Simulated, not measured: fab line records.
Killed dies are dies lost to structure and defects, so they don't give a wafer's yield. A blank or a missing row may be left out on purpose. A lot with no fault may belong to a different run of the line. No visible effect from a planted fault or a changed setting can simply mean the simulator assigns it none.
fab line records | flow sky130
record: lots: 10 wafers: 30 last_day: 50
route steps=708 shown VIA4@658 METAL5@677 PASSIVATION@683 PAD_OPEN@708
lots that met no fault: taken from a fault-free run of the same line
start_h: start of the lot's first displayed wafer, in hours after the record's first day | wait_h: hours since the lot's step before | " the same as in the row above | L1.1+2: several wafers, shown together as one row | - no value, or no start was given | * or withheld: withheld | < > ~ a bound
route shown NAME@n: a module of which the file shows steps, and the number in the route of the first | usual: mean/standard deviation of fault-free wafers | same: alike in all rows | chamber/n: place in a boat | sites: the reading at each site | _std_site: standard deviation across them | _edge_site: mean of outer sites minus mean of inner sites | radius_mm: for every site, how far away it sits from the centre of the wafer | mask NAME#n: copy n | behind: the most recent tool/chamber to have shaped the wafer | hold: why the lot went on hold/how many hours it stayed there/how the hold came to an end | device: the n, p or np transistor that did not switch | end of line: tests of these same wafers at the route's end | a step given without rows: its recipe and nothing more | killed: count of dies lost to structure and defects at first sort (not the wafer's yield) | map: a wafer's dies, x killed, . not, _ none there
set.NAME: the run value of the setting; set.NAME@STEP: its run value at that earlier step | model.NAME: the simulator's own value behind a step, which no gauge read
a sample of lots followed through the steps of the route, with each step as a table and each wafer as a row
services: a tool's chamber out of use, with start hour (start_h, from the record's first day; less than 0 if before it), hours out, and reason
== steps ==
step: SKY_VIA4_RS_MEAS_19
recipe: thk_meas_gauge: four-point-probe reads: W_of_VIA4_CVD_18+TiN_of_VIA4_SPUTTER_17
usual: VIA4_W_RS: 0.2277/0.0026
columns lot.wafer tool chamber start_h wait_h VIA4_W_RS[ohm/sq]
L258.3 film_metro-03 - 1017.74 0.1 0.2276
L258.4 " - " " 0.2214
L258.6 " - " " 0.2224
L259.1 film_metro-03 - 1019.36 0.1 0.2262
L259.3 " - " " 0.2278
L259.5 " - " " 0.2285
L260.4 film_metro-02 - 1027.33 0.1 0.2278
L260.5 " - " " 0.2293
L260.6 " - " " 0.2274
L267.1 film_metro-03 - 1075.07 0.1 0.2279
L267.2 " - " " 0.2285
L267.6 " - " " 0.2291
L270.2 film_metro-02 - 1091.05 0.1 0.2269
L270.3 " - " " 0.2241
L270.6 " - " " 0.2270
L269.1 film_metro-01 - 1092.64 0.1 0.2284
L269.2 " - " " 0.2291
L269.4 " - " " 0.2291
L273.1 film_metro-02 - 1105.52 0.1 0.2266
L273.2 " - " " 0.2256
L273.4 " - " " 0.2261
L276.1 film_metro-01 - 1126.88 0.1 0.2266
L276.2 " - " " 0.2317
L276.5 " - " " 0.2299
L277.3 film_metro-03 - 1135.09 0.1 0.2283
L277.5 " - " " 0.2278
L277.6 " - " " 0.2269
L279.1 film_metro-03 - 1140.37 0.1 0.2314
L279.3 " - " " 0.2270
L279.4 " - " " 0.2253
step: SKY_VIA4_THK_MEAS_20
recipe: thk_meas_gauge: xrf reads: W_of_VIA4_CVD_18
usual: VIA4_W_THK: 509/7.4
columns lot.wafer tool chamber start_h wait_h VIA4_W_THK[nm]
L258.3 film_metro-03 - 1017.84 0.1 511
L258.4 " - " " 522
L258.6 " - " " 523
L259.1 film_metro-03 - 1019.48 0.1 517
L259.3 " - " " 509
L259.5 " - " " 511
L260.4 film_metro-02 - 1027.42 0.1 509
L260.5 " - " " 504
L260.6 " - " " 509
L267.1 film_metro-03 - 1075.19 0.1 509
L267.2 " - " " 507
L267.6 " - " " 507
L270.2 film_metro-02 - 1091.16 0.1 506
L270.3 " - " " 513
L270.6 " - " " 509
L269.1 film_metro-01 - 1092.76 0.1 504
L269.2 " - " " 502
L269.4 " - " " 501
L273.1 film_metro-02 - 1105.64 0.1 513
L273.2 " - " " 513
L273.4 " - " " 513
L276.1 film_metro-01 - 1127.00 0.1 502
L276.2 " - " " 493
L276.5 " - " " 493
L277.3 film_metro-03 - 1135.19 0.1 508
L277.5 " - " " 510
L277.6 " - " " 509
L279.1 film_metro-03 - 1140.49 0.1 501
L279.3 " - " " 511
L279.4 " - " " 515
step: SKY_METAL5_STRIP_16
recipe: chemistry: O2/N2 power_w: 1400 pressure_mtorr: 1500 platen_temp_c: withheld o2_flow_sccm: 3000 n2_flow_sccm: 300 overash_fraction: 0.5
usual: drypump_motor_current_A: 5.5/0.62 oes_product_au: 0.710/0.0045 strip_time_to_endpoint_s: 12.85/0.16
columns lot.wafer tool chamber start_h wait_h drypump_motor_current_A oes_product_au rf_hours_counter_h strip_time_to_endpoint_s
L258.3 plasma_asher-01 1 1040.44 0.1 4.8 0.707 - 12.73
L258.4 " 0 " " 5.2 0.712 - 12.78
L258.6 " 1 " " 4.8 0.713 - 12.79
L259.1 plasma_asher-01 1 1042.16 0.2 4.8 0.704 122 12.95
L259.3 " 1 " " 4.8 0.704 - 12.94
L259.5 " 1 " " 4.8 0.709 - 12.88
L260.4 plasma_asher-04 0 1049.74 0.1 6.6 0.702 - 12.74
L260.5 " 1 " " 5.8 0.716 - 12.83
L260.6 " 0 " " 6.6 0.710 - 12.75
L267.1 plasma_asher-04 1 1096.70 0.2 5.8 0.722 97 12.65
L267.2 " 0 " " 6.6 0.710 97 12.97
L267.6 " 0 " " 6.7 0.707 - 12.71
L270.2 plasma_asher-01 0 1112.51 0.2 5.2 0.713 4 12.84
L270.3 " 0 " " 5.3 0.719 - 12.82
L270.6 " 1 " " 4.9 0.701 - 12.90
L269.1 plasma_asher-02 0 1114.05 0.2 5.0 0.708 66 12.89
L269.2 " 1 " " 6.1 0.712 66 12.91
L269.4 " 1 " " 6.1 0.709 - 12.95
L273.1 plasma_asher-01 0 1125.60 0.2 5.2 0.708 5 12.88
L273.2 " 1 " " 4.8 0.711 5 12.87
L273.4 " 0 " " 5.2 0.715 - 12.85
L276.1 plasma_asher-02 1 1146.41 0.2 6.1 0.710 69 13.18
L276.2 " 0 " " 5.0 0.704 69 12.62
L276.5 " 0 " " 5.0 0.715 - 12.56
L277.3 plasma_asher-04 0 1154.44 0.1 6.7 0.708 - 12.90
L277.5 " 0 " " 6.7 0.716 - 12.89
L277.6 " 1 " " 5.8 0.708 - 12.77
L279.1 plasma_asher-04 1 1159.91 0.2 5.8 0.712 103 12.82
L279.3 " 0 " " 6.7 0.701 - 12.79
L279.4 " 1 " " 5.8 0.704 - 12.84
step: SKY_PASSIVATION_CVD_02
recipe: material: Si3N4 target_thk_nm: 540 temp_c: 400 time_s: withheld rf_w: 450
usual: heater_power_w: 682/80 rf_fwd_power_W: 449.0/1.4
columns lot.wafer tool chamber start_h wait_h heater_power_w rf_fwd_power_W
L258.3 pecvd-02 2 1041.17 0.0 653 449.1
L258.4 " 2 " " 680 449.5
L258.6 " 1 " " 762 448.4
L259.1 pecvd-04 1 1042.83 0.1 811 447.9
L259.3 " 0 " " 580 448.7
L259.5 " 0 " " 643 449.5
L260.4 pecvd-03 1 1050.49 0.1 555 447.4
L260.5 " 2 " " 730 447.8
L260.6 " 0 " " 609 449.8
L267.1 pecvd-02 2 1097.39 0.1 696 447.9
L267.2 " 0 " " 674 449.6
L267.6 " 2 " " 729 448.8
L270.2 pecvd-02 1 1113.48 0.0 723 448.8
L270.3 " 2 " " 727 449.7
L270.6 " 0 " " 594 266.4
L269.1 pecvd-02 1 1114.76 0.1 800 447.0
L269.2 " 0 " " 631 269.3
L269.4 " 2 " " 721 449.0
L273.1 pecvd-03 0 1126.31 0.1 611 450.9
L273.2 " 2 " " 740 450.0
L273.4 " 2 " " 763 449.4
L276.1 pecvd-04 1 1147.08 0.1 831 447.9
L276.2 " 0 " " 664 448.4
L276.5 " 1 " " 868 449.5
L277.3 pecvd-04 0 1155.11 0.0 602 447.3
L277.5 " 0 " " 619 447.7
L277.6 " 2 " " 691 448.2
L279.1 pecvd-03 1 1160.58 0.1 584 450.8
L279.3 " 2 " " 630 447.3
L279.4 " 2 " " 676 447.0
step: SKY_PASSIVATION_THK_MEAS_03
recipe: reads: Si3N4_of_PASSIVATION_CVD_02
usual: PASSIVATION_CVD_02_THK: 542/7
columns lot.wafer tool chamber start_h wait_h PASSIVATION_CVD_02_THK[nm]
L258.3 film_metro-01 - 1041.42 - 531
L258.4 " - " " 550
L258.6 " - " " 551
L259.1 film_metro-02 - 1043.06 - 532
L259.3 " - " " 529
L259.5 " - " " 533
L260.4 film_metro-02 - 1050.64 - 549
L260.5 " - " " 548
L260.6 " - " " 548
L267.1 film_metro-01 - 1097.61 - 539
L267.2 " - " " 533
L267.6 " - " " 548
L270.2 film_metro-01 - 1113.71 - 543
L270.3 " - " " 545
L270.6 " - " " 471
L269.1 film_metro-02 - 1114.98 - 536
L269.2 " - " " 464
L269.4 " - " " 556
L273.1 film_metro-04 - 1126.54 - 544
L273.2 " - " " 535
L273.4 " - " " 543
L276.1 film_metro-01 - 1147.31 - 540
L276.2 " - " " 542
L276.5 " - " " 548
L277.3 film_metro-01 - 1155.35 - 536
L277.5 " - " " 540
L277.6 " - " " 547
L279.1 film_metro-01 - 1160.81 - 535
L279.3 " - " " 544
L279.4 " - " " 552
step: SKY_PASSIVATION_ETCH_11
recipe: chemistry: CF4/O2 target_depth_nm: 725 stop_on: AlCu source_w: 800 bias_w: 150 pressure_mtorr: 150 cf4_flow_sccm: 80 O2_flow_sccm: 10 time_s: 161.1
usual: drypump_motor_current_A: 6.0/0.37 oes_product_au: 0.978/0.0073 throttle_valve_pct: 5.964/0.0095
columns lot.wafer tool chamber start_h wait_h drypump_motor_current_A oes_product_au rf_hours_counter_h throttle_valve_pct
L258.3 rie_diel-03 1 1063.14 - 5.7 0.965 18 5.960
L258.4 " 2 " " 6.1 0.976 30 5.964
L258.6 " 0 " " 6.1 0.987 - 5.952
L259.1 rie_diel-01 1 1064.89 - 5.4 0.967 21 5.965
L259.3 " 3 " " 6.5 0.980 13 5.976
L259.5 " 1 " " 5.4 0.975 - 5.943
L260.4 rie_diel-01 3 1071.79 - 6.5 0.982 - 5.970
L260.5 " 2 " " 6.3 0.990 - 5.958
L260.6 " 1 " " 5.4 0.983 - 5.964
L267.1 rie_diel-03 3 1117.49 - 6.2 0.981 29 5.959
L267.2 " 0 " " 6.1 0.972 23 5.975
L267.6 " 1 " " 5.7 0.979 - 5.965
L270.2 rie_diel-01 1 1133.44 - 5.4 0.970 23 5.977
L270.3 " 3 " " 6.5 0.980 16 5.966
L270.6 " 3 " " 6.5 0.927 - 5.946
L269.1 rie_diel-04 3 1134.26 - 5.4 0.975 18 5.954
L269.2 " 0 " " 5.7 0.914 14 5.960
L269.4 " 2 " " 5.8 0.985 25 5.963
L273.1 rie_diel-04 2 1144.69 - 5.8 0.966 25 5.964
L273.2 " 3 " " 5.4 0.976 18 5.968
L273.4 " 3 " " 5.4 0.976 - 5.972
L276.1 rie_diel-01 3 1164.64 - 6.5 0.976 17 5.954
L276.2 " 0 " " 5.7 0.980 22 5.947
L276.5 " 2 " " 6.3 0.992 - 5.967
L277.3 rie_diel-01 2 1173.11 - 6.3 0.980 24 5.948
L277.5 " 2 " " 6.3 0.978 - 5.971
L277.6 " 1 " " 5.4 0.982 - 5.953
L279.1 rie_diel-03 2 1177.96 - 6.2 0.984 34 5.967
L279.3 " 0 " " 6.1 0.983 26 5.947
L279.4 " 1 " " 5.7 0.983 22 5.961
step: SKY_PAD_OPEN_PROBE_99
usual: defect_limited_yield: 82.8/1.8 killed_at_M0_to_M3: 42/5.8 killed_at_M4_up: 3.0/2 killed_at_contacts: 24/5.5 killed_at_front_end: 15/3.9 killed_at_other: 0.3/0.54 killed_dies: 85/8.8 killed_open: 47/6.8 killed_short: 38/5.9 sort_bin_3_pad_short: 0.9/0.41 sort_bin_5_function: 10.1/1.4 sort_bin_6_memory: 6.2/1.2 sort_n_pass: 407/8.8 sort_yield_pct: 82.8/1.8
same: gross_dies: 492 killed_at_back_side: 0 sort_bin_4_leakage[%]: 0 sort_bin_8_speed[%]: 0
columns lot.wafer tool chamber start_h wait_h defect_limited_yield[%] killed_at_M0_to_M3 killed_at_M4_up killed_at_contacts killed_at_front_end killed_at_other killed_dies killed_open killed_short sort_bin_3_pad_short[%] sort_bin_5_function[%] sort_bin_6_memory[%] sort_n_pass sort_yield_pct[%]
L258.3 prober-01 - 1087.36 0.2 86.6 35 1 20 10 0 66 43 23 0.2 7.9 5.3 426 86.6
L258.4 prober-01 - 1087.41 0.2 81.1 47 8 20 18 0 93 46 47 1.4 12.4 5.1 399 81.1
L258.6 prober-01 - 1087.51 0.2 79.1 49 5 27 20 2 103 46 55 0.8 13.8 6.3 389 79.1
L259.1 prober-02 - 1088.62 0.1 82.1 46 4 15 22 1 88 54 34 0.8 9.6 7.5 404 82.1
L259.3 prober-02 - 1088.72 0.2 80.5 52 1 26 17 0 96 52 44 0.8 10.0 8.7 396 80.5
L259.5 prober-02 - 1088.82 0.2 81.7 48 1 24 17 0 90 53 37 1.2 11.0 6.1 402 81.7
L260.4 prober-01 - 1095.79 0.2 84.8 42 1 20 12 0 75 45 29 0.4 9.1 5.7 417 84.8
L260.5 prober-01 - 1095.84 0.2 80.1 34 4 36 24 0 98 57 41 1.8 10.4 7.7 394 80.1
L260.6 prober-01 - 1095.89 0.2 80.9 44 2 29 19 0 94 58 35 0.4 10.4 8.3 398 80.9
L267.1 prober-02 - 1139.49 0.1 82.7 47 3 24 11 0 85 45 39 0.6 10.4 6.3 407 82.7
L267.2 prober-02 - 1139.54 0.1 80.7 47 3 30 15 0 95 48 47 0.2 12.8 6.3 397 80.7
L267.6 prober-02 - 1139.74 0.2 81.5 46 2 29 14 0 91 54 37 0.6 9.3 8.5 401 81.5
L270.2 prober-02 - 1154.33 0.1 84.3 45 2 18 11 1 77 47 29 1.2 8.1 6.3 415 84.3
L270.3 prober-02 - 1154.38 0.2 85.2 38 2 23 9 1 73 38 34 0.2 9.3 5.3 419 85.2
L270.6 prober-02 - 1154.53 0.2 81.7 50 0 25 12 3 90 54 34 0.8 10.4 7.1 402 81.7
L269.1 prober-01 - 1155.17 0.1 78.7 47 5 27 25 1 105 55 49 0.4 11.8 9.1 387 78.7
L269.2 prober-01 - 1155.22 0.1 83.9 43 2 20 13 1 79 40 39 0.4 10.6 5.1 413 83.9
L269.4 prober-01 - 1155.32 0.2 82.5 39 3 24 20 0 86 47 39 1.6 9.3 6.5 406 82.5
L273.1 prober-02 - 1164.97 0.1 83.3 40 7 24 11 0 82 49 33 0.4 9.6 6.7 410 83.3
L273.2 prober-02 - 1165.02 0.1 80.7 50 2 24 18 1 95 55 40 1.0 13.0 5.3 397 80.7
L273.4 prober-02 - 1165.12 0.2 82.7 39 2 30 13 1 85 53 32 0.8 10.6 5.9 407 82.7
L276.1 prober-02 - 1183.57 0.1 81.9 46 3 21 19 0 89 49 39 1.8 9.8 6.5 403 81.9
L276.2 prober-02 - 1183.62 0.1 80.1 48 1 29 20 0 98 57 40 0.2 12.8 6.9 394 80.1
L276.5 prober-02 - 1183.77 0.2 83.3 37 5 21 19 0 82 41 39 1.0 9.1 6.5 410 83.3
L277.3 prober-02 - 1191.56 0.2 84.3 31 2 27 16 1 77 39 38 1.0 8.5 6.1 415 84.3
L277.5 prober-02 - 1191.66 0.2 81.9 52 1 22 14 0 89 54 34 1.0 11.0 6.1 403 81.9
L277.6 prober-02 - 1191.71 0.2 82.9 44 1 24 14 1 84 47 37 0.6 10.4 6.1 408 82.9
L279.1 prober-02 - 1197.01 0.1 82.1 40 0 33 15 0 88 62 26 0.4 8.1 9.3 404 82.1
L279.3 prober-02 - 1197.11 0.2 82.5 34 4 36 10 2 86 50 35 0.4 11.2 5.9 406 82.5
L279.4 prober-02 - 1197.16 0.2 82.7 42 4 24 15 0 85 48 36 1.0 11.0 5.3 407 82.7
killed by level:class
L258.3 VIA1:geometric_particle:open=15 VIA2:geometric_particle:open=5 VIA3:geometric_particle:open=5 LI_CONTACT:geometric_particle:open=4 CONTACT:geometric_particle:short=4 CONTACT:geometric_particle:open=4 SPACER:geometric_particle:open=3 LI_CONTACT:geometric_particle:short=3
L258.4 VIA1:geometric_particle:open=13 VIA3:geometric_particle:open=8 METAL4:geometric_particle:short=7 CONTACT:geometric_particle:short=6 METAL1:geometric_particle:short=6 CONTACT:geometric_particle:open=5 POLY_GATE:geometric_particle:open=4 POLY_GATE:geometric_particle:short=4
L258.6 VIA1:geometric_particle:open=14 FIELD_ISO:geometric_particle:short=8 VIA3:geometric_particle:open=7 LI_CONTACT:geometric_particle:open=7 LOCAL_INTERCONNECT:geometric_particle:short=7 VIA1:geometric_particle:short=7 FIELD_ISO:geometric_particle:open=6 METAL2:geometric_particle:short=6
L259.1 VIA1:geometric_particle:open=13 VIA3:geometric_particle:open=10 POLY_GATE:geometric_particle:open=8 VIA2:geometric_particle:open=7 CONTACT:geometric_particle:open=6 METAL2:geometric_particle:short=5 FIELD_ISO:geometric_particle:short=4 FIELD_ISO:geometric_particle:open=4
L259.3 VIA1:geometric_particle:open=12 VIA1:geometric_particle:short=12 CONTACT:geometric_particle:open=10 LI_CONTACT:geometric_particle:open=9 METAL1:geometric_particle:short=9 VIA2:geometric_particle:open=7 POLY_GATE:geometric_particle:open=6 POLY_GATE:geometric_particle:short=6
L259.5 VIA1:geometric_particle:open=12 VIA3:geometric_particle:open=8 CONTACT:geometric_particle:open=7 VIA2:geometric_particle:open=7 POLY_GATE:geometric_particle:short=6 POLY_GATE:geometric_particle:open=5 LI_CONTACT:geometric_particle:open=5 CONTACT:geometric_particle:short=5
L260.4 CONTACT:geometric_particle:open=11 VIA3:geometric_particle:open=10 VIA1:geometric_particle:open=9 VIA1:geometric_particle:short=5 CONTACT:geometric_particle:short=4 VIA2:geometric_particle:short=4 POLY_GATE:geometric_particle:open=3 POLY_GATE:geometric_particle:short=3
L260.5 CONTACT:geometric_particle:open=13 VIA1:geometric_particle:open=10 LI_CONTACT:geometric_particle:open=9 FIELD_ISO:geometric_particle:open=7 LI_CONTACT:geometric_particle:short=7 METAL2:geometric_particle:short=6 POLY_GATE:geometric_particle:open=4 METAL1:geometric_particle:short=4
L260.6 CONTACT:geometric_particle:open=12 VIA2:geometric_particle:open=12 VIA1:geometric_particle:open=7 POLY_GATE:geometric_particle:open=7 LI_CONTACT:geometric_particle:open=7 POLY_GATE:geometric_particle:short=6 VIA1:geometric_particle:short=6 CONTACT:geometric_particle:short=5
L267.1 VIA1:geometric_particle:open=9 VIA3:geometric_particle:open=8 LI_CONTACT:geometric_particle:open=7 METAL1:geometric_particle:short=7 CONTACT:geometric_particle:open=6 LI_CONTACT:geometric_particle:short=5 VIA2:geometric_particle:open=5 VIA1:geometric_particle:short=4
L267.2 VIA2:geometric_particle:open=11 FIELD_ISO:geometric_particle:open=7 LOCAL_INTERCONNECT:geometric_particle:short=7 LI_CONTACT:geometric_particle:open=7 METAL1:geometric_particle:short=7 VIA3:geometric_particle:open=7 CONTACT:geometric_particle:short=6 CONTACT:geometric_particle:open=6
L267.6 VIA3:geometric_particle:open=15 CONTACT:geometric_particle:open=12 CONTACT:geometric_particle:short=6 VIA1:geometric_particle:open=6 VIA2:geometric_particle:open=6 LI_CONTACT:geometric_particle:open=5 METAL1:geometric_particle:short=5 METAL3:geometric_particle:short=4
L270.2 VIA3:geometric_particle:open=10 VIA2:geometric_particle:open=9 VIA1:geometric_particle:short=6 CONTACT:geometric_particle:open=6 METAL2:geometric_particle:short=6 VIA1:geometric_particle:open=5 CONTACT:geometric_particle:short=5 FIELD_ISO:geometric_particle:open=4
L270.3 VIA2:geometric_particle:open=9 VIA1:geometric_particle:open=8 CONTACT:geometric_particle:short=6 CONTACT:geometric_particle:open=6 POLY_GATE:geometric_particle:open=5 LI_CONTACT:geometric_particle:short=5 VIA1:geometric_particle:short=5 VIA3:geometric_particle:short=4
L270.6 VIA1:geometric_particle:open=16 CONTACT:geometric_particle:open=10 METAL2:geometric_particle:short=7 VIA3:geometric_particle:open=7 VIA2:geometric_particle:open=6 LI_CONTACT:geometric_particle:open=5 FIELD_ISO:geometric_particle:open=4 LOCAL_INTERCONNECT:geometric_particle:short=4
L269.1 FIELD_ISO:geometric_particle:open=9 VIA2:geometric_particle:open=9 LI_CONTACT:geometric_particle:open=8 FIELD_ISO:geometric_particle:short=7 CONTACT:geometric_particle:open=7 VIA1:geometric_particle:open=7 VIA3:geometric_particle:open=7 LOCAL_INTERCONNECT:geometric_particle:short=6
L269.2 CONTACT:geometric_particle:open=11 METAL1:geometric_particle:short=10 VIA1:geometric_particle:open=10 VIA2:geometric_particle:open=6 VIA3:geometric_particle:open=5 CONTACT:geometric_particle:short=5 FIELD_ISO:geometric_particle:short=4 FIELD_ISO:geometric_particle:open=3
L269.4 VIA1:geometric_particle:open=10 CONTACT:geometric_particle:open=9 VIA3:geometric_particle:open=8 FIELD_ISO:geometric_particle:short=5 FIELD_ISO:geometric_particle:open=5 VIA2:geometric_particle:open=5 LI_CONTACT:geometric_particle:open=4 LOCAL_INTERCONNECT:geometric_particle:short=4
L273.1 VIA1:geometric_particle:open=12 LI_CONTACT:geometric_particle:open=8 METAL4:geometric_particle:short=6 CONTACT:geometric_particle:open=6 METAL1:geometric_particle:short=6 METAL2:geometric_particle:short=6 LOCAL_INTERCONNECT:geometric_particle:short=4 VIA2:geometric_particle:open=4
L273.2 VIA1:geometric_particle:open=13 VIA2:geometric_particle:open=10 CONTACT:geometric_particle:open=8 FIELD_ISO:geometric_particle:open=6 VIA3:geometric_particle:open=6 LI_CONTACT:geometric_particle:open=6 LOCAL_INTERCONNECT:geometric_particle:short=6 METAL2:geometric_particle:short=6
L273.4 LI_CONTACT:geometric_particle:open=12 VIA1:geometric_particle:open=10 CONTACT:geometric_particle:open=10 FIELD_ISO:geometric_particle:short=6 LOCAL_INTERCONNECT:geometric_particle:short=6 VIA2:geometric_particle:open=6 VIA3:geometric_particle:open=6 VIA2:geometric_particle:short=4
L276.1 VIA1:geometric_particle:open=10 LI_CONTACT:geometric_particle:open=7 VIA3:geometric_particle:open=7 CONTACT:geometric_particle:open=7 FIELD_ISO:geometric_particle:open=6 VIA1:geometric_particle:short=6 METAL2:geometric_particle:short=6 POLY_GATE:geometric_particle:short=4
L276.2 VIA1:geometric_particle:open=14 CONTACT:geometric_particle:open=12 VIA2:geometric_particle:open=9 METAL2:geometric_particle:short=7 LI_CONTACT:geometric_particle:open=6 CONTACT:geometric_particle:short=5 VIA1:geometric_particle:short=5 FIELD_ISO:geometric_particle:open=4
L276.5 CONTACT:geometric_particle:open=8 FIELD_ISO:geometric_particle:open=7 VIA1:geometric_particle:open=7 METAL2:geometric_particle:short=7 VIA2:geometric_particle:open=7 FIELD_ISO:geometric_particle:short=6 LOCAL_INTERCONNECT:geometric_particle:short=5 CONTACT:geometric_particle:short=5
L277.3 CONTACT:geometric_particle:open=10 LOCAL_INTERCONNECT:geometric_particle:short=6 CONTACT:geometric_particle:short=6 VIA1:geometric_particle:open=6 VIA3:geometric_particle:open=6 FIELD_ISO:geometric_particle:open=5 METAL1:geometric_particle:short=5 VIA1:geometric_particle:short=4
L277.5 VIA1:geometric_particle:open=15 CONTACT:geometric_particle:open=8 VIA3:geometric_particle:open=8 FIELD_ISO:geometric_particle:open=6 LI_CONTACT:geometric_particle:open=5 LOCAL_INTERCONNECT:geometric_particle:short=5 VIA1:geometric_particle:short=5 VIA3:geometric_particle:short=4
L277.6 VIA1:geometric_particle:open=10 CONTACT:geometric_particle:open=9 VIA3:geometric_particle:open=8 LI_CONTACT:geometric_particle:open=6 METAL1:geometric_particle:short=6 FIELD_ISO:geometric_particle:open=5 VIA1:geometric_particle:short=5 VIA3:geometric_particle:short=5
L279.1 CONTACT:geometric_particle:open=13 LI_CONTACT:geometric_particle:open=11 VIA3:geometric_particle:open=10 VIA2:geometric_particle:open=7 LOCAL_INTERCONNECT:geometric_particle:short=6 FIELD_ISO:geometric_particle:short=4 VIA1:geometric_particle:short=4 METAL3:geometric_particle:short=4
L279.3 LI_CONTACT:geometric_particle:open=13 CONTACT:geometric_particle:open=11 VIA1:geometric_particle:open=7 VIA3:geometric_particle:open=7 POLY_GATE:geometric_particle:short=5 LOCAL_INTERCONNECT:geometric_particle:short=5 CONTACT:geometric_particle:short=5 VIA2:geometric_particle:open=5
L279.4 VIA1:geometric_particle:open=11 LI_CONTACT:geometric_particle:open=8 METAL1:geometric_particle:short=8 CONTACT:geometric_particle:open=6 VIA1:geometric_particle:short=6 VIA2:geometric_particle:open=6 FIELD_ISO:geometric_particle:open=5 VIA3:geometric_particle:open=5
== services ==
columns tool chamber start_h hours kind
plasma_asher-02 - 1016.55 1.7 repair
pecvd-04 1 1017.39 4.5 repair
pecvd-02 0 1046.27 2.2 repair
pecvd-03 - 1048.65 0.7 repair
pecvd-02 0 1054.85 2.1 scheduled_down
plasma_asher-01 - 1055.25 9.0 pm
plasma_asher-01 0 1055.25 12.7 vent_cycle
plasma_asher-01 1 1055.25 12.7 vent_cycle
pecvd-04 - 1060.65 2.9 repair
plasma_asher-01 - 1064.17 3.8 repair
plasma_asher-01 0 1064.25 - clean
plasma_asher-01 1 1064.25 - clean
rie_diel-01 0 1064.98 8.0 repair
rie_diel-04 3 1088.08 12.6 repair
rie_diel-01 1 1096.45 5.3 repair
pecvd-04 2 1096.69 10.0 repair
rie_diel-04 0 1098.51 15.4 repair
pecvd-03 0 1108.23 2.1 scheduled_down
pecvd-02 1 1132.42 5.5 scheduled_down
rie_diel-04 0 1139.40 11.9 repair
pecvd-03 - 1144.69 0.6 repair
pecvd-03 2 1153.47 5.5 scheduled_down
pecvd-04 1 1173.99 15.5 repair
== key ==
first_sign: step: SKY_PASSIVATION_CVD_02 reading: rf_fwd_power_W direction: down sigmas: 99+ usual: 449.0 struck: 267.9
effect: step: SKY_PASSIVATION_THK_MEAS_03 reading: PASSIVATION_CVD_02_THK direction: down sigmas: 11 usual: 542 struck: 467
effect: step: SKY_PASSIVATION_ETCH_11 reading: oes_product_au direction: down sigmas: 7.7 usual: 0.978 struck: 0.921
met_at SKY_PASSIVATION_CVD_02
struck_lots L269,L270
struck_wafers L269.2,L270.6
not_acting_at SKY_VIA4_RS_MEAS_19,SKY_VIA4_THK_MEAS_20,SKY_METAL5_STRIP_16
onset_between 1097.39 1113.48
fault: kind: process_parameter_drift tool: pecvd-02 chamber: 0 onset_h: 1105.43 steps: SKY_PASSIVATION_CVD_02 channel: rf_w offset: -180 shape: step end_h: 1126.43 acts_in: these_recipes_only stated: 450
